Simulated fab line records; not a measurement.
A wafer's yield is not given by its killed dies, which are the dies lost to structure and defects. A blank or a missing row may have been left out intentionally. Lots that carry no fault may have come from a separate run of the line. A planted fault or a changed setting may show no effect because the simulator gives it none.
Tool commonality check -- flow gf180mcu -- Sample size 14 lots and 42 wafers

WHAT PROMPTED THE OPENING
2 of 14 lots carry a flag on the reading LVPWELL_TW at GF_LVPWELL_TW_MEAS_11. Wafers without a fault read 553, standard deviation 4.4.
Rule: a lot is flagged in two cases, either no wafer of it has a number, or all its wafers with numbers fall more than 4 standard deviations from that mean. The other lots count as sound.

lot,measured,on,"LVPWELL_TW, wafer by wafer",flag
L274,day 3 22:28,film-metro-01,555 556 557,
L275,day 4 01:50,film-metro-01,550 551 552,
L276,day 4 07:15,film-metro-01,552 556 552,
L277,day 4 12:52,film-metro-04,548 547 545,
L278,day 4 18:26,film-metro-04,546 547 549,
L279,day 5 01:05,film-metro-03,558 555 555,
L280,day 5 05:31,film-metro-03,556 555 555,
L284,day 6 05:01,film-metro-03,557 560 553,
L285,day 6 12:12,film-metro-03,553 555 557,
L286,day 6 17:22,film-metro-03,556 551 556,
L287,day 6 23:55,film-metro-01,553 555 551,
L288,day 7 04:49,film-metro-03,559 559 560,
L293,day 8 09:34,film-metro-03,684 682 681,FLAGGED
L294,day 8 13:17,film-metro-04,673 671 672,FLAGGED
On average the flagged lots' numbers are 677, which is +124 against the usual, or +28 standard deviations.

LOT BY LOT: THE TOOL USED
The record holds 1 process step before the reading, out of a route of 602 steps. Each cell gives the tool, then ch followed by the chambers the sampled wafers passed through, then the start.
lot,flag,GF_LVPWELL_IMPLANT_09
L274,,"implanter-04 ch 0, day 3 22:13"
L275,,"implanter-03 ch 0, day 4 01:37"
L276,,"implanter-03 ch 0, day 4 07:01"
L277,,"implanter-01 ch 0, day 4 12:38"
L278,,"implanter-03 ch 0, day 4 18:11"
L279,,"implanter-04 ch 0, day 5 00:50"
L280,,"implanter-01 ch 0, day 5 05:17"
L284,,"implanter-01 ch 0, day 6 04:47"
L285,,"implanter-04 ch 0, day 6 11:58"
L286,,"implanter-01 ch 0, day 6 17:10"
L287,,"implanter-04 ch 0, day 6 23:40"
L288,,"implanter-04 ch 0, day 7 04:34"
L293,FLAGGED,"implanter-01 ch 0, day 8 09:19"
L294,FLAGGED,"implanter-03 ch 0, day 8 12:53"
What is done by these steps:
- GF_LVPWELL_IMPLANT_09
- GF_LVPWELL_TW_MEAS_11

FLAGGED AGAINST TOTAL, ONE TOOL AT A TIME (gauges that did the reading follow at the end)
step,tool,lots run,flagged,share of the flagged lots,sound lots run after its first flagged lot
GF_LVPWELL_IMPLANT_09,implanter-01,5,1,some,0
GF_LVPWELL_IMPLANT_09,implanter-03,4,1,some,0
GF_LVPWELL_IMPLANT_09,implanter-04,5,0,none,-
GF_LVPWELL_TW_MEAS_11,film-metro-01,4,0,none,-
GF_LVPWELL_TW_MEAS_11,film-metro-03,7,1,some,0
GF_LVPWELL_TW_MEAS_11,film-metro-04,3,1,some,0

WHAT THE TABLE PERMITS
No row of the table ran every flagged lot.

WHAT THE SIMULATOR HAD INSERTED
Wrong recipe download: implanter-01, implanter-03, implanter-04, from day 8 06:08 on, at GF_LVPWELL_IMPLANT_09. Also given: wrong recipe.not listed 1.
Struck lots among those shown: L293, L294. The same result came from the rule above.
